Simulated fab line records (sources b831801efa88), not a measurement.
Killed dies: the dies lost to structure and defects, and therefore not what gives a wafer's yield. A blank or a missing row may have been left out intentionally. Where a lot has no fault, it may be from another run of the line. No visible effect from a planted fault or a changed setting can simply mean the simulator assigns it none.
What tool caused it? / flow gf180mcu / 6 lots, 18 wafers sampled, at 3 steps of a route of 602

== WHAT THE GAUGES READ, wafer by wafer ==
GF_TOP_METAL_THK_MEAS_06: measures by xrf.
lot=L842; measured=day 27 12:55; on=film metro-04; TOP_METAL_ALCU_THK (nm)=896 895 893
lot=L844; measured=day 28 08:11; on=film metro-04; TOP_METAL_ALCU_THK (nm)=892 899 891
lot=L846; measured=day 28 20:23; on=film metro-04; TOP_METAL_ALCU_THK (nm)=902 904 904
lot=L849; measured=day 29 18:16; on=film metro-04; TOP_METAL_ALCU_THK (nm)=899 902 906
lot=L854; measured=day 31 05:59; on=film metro-04; TOP_METAL_ALCU_THK (nm)=894 888 890
lot=L857; measured=day 31 22:50; on=film metro-04; TOP_METAL_ALCU_THK (nm)=912 907 901

== WHAT TOOL EACH LOT RAN ON (gives the tool, then ch and the chambers of the sampled wafers, and finally the start) ==
lot=L842; GF_V1_CMP_26=cmp-01 ch 0,1, day 18 12:50; GF_V5_ETCH_16=rie diel-01 ch 1,3, day 27 11:10
lot=L844; GF_V1_CMP_26=cmp-01 ch 0,1,2, day 19 11:01; GF_V5_ETCH_16=rie diel-03 ch 1,2,3, day 28 06:26
lot=L846; GF_V1_CMP_26=cmp-01 ch 0,1,2, day 20 03:53; GF_V5_ETCH_16=rie diel-03 ch 1,2, day 28 18:40
lot=L849; GF_V1_CMP_26=cmp-02 ch 0,1,2, day 21 06:34; GF_V5_ETCH_16=rie diel-03 ch 1,2,3, day 29 16:31
lot=L854; GF_V1_CMP_26=cmp-02 ch 0,1,2, day 23 02:09; GF_V5_ETCH_16=rie diel-04 ch 0,1,3, day 31 04:16
lot=L857; GF_V1_CMP_26=cmp-02 ch 2,3, day 23 21:55; GF_V5_ETCH_16=rie diel-01 ch 0,1,2, day 31 21:05
- GF_V1_CMP_26: polishes, stops on SiO2, t overpolish 15 s, target thk 0 nm.
- GF_V5_ETCH_16: etches BARC in N2/H2.

== THE ANSWER, worked out from the rows above alone ==
Rule: what is usual is taken from the lots themselves. Put in order of their means at a reading, lots are off if they are a third of the lots or fewer, leave a main group of 4 or more, and stand apart from it by a gap of 3 or more times the standard deviation of the main group's means; of several such gaps the widest counts. A main group whose means are all the same, to the digits that the tables above print for the reading, isn't used. Also off: a lot with no number at a reading for which 4 or more lots have one. Where the step has rows for the other lots, those lots are counted as sound.
No lot is off at any reading shown: from this, nothing can be told.

== WHAT THE SIMULATOR PUT IN ==
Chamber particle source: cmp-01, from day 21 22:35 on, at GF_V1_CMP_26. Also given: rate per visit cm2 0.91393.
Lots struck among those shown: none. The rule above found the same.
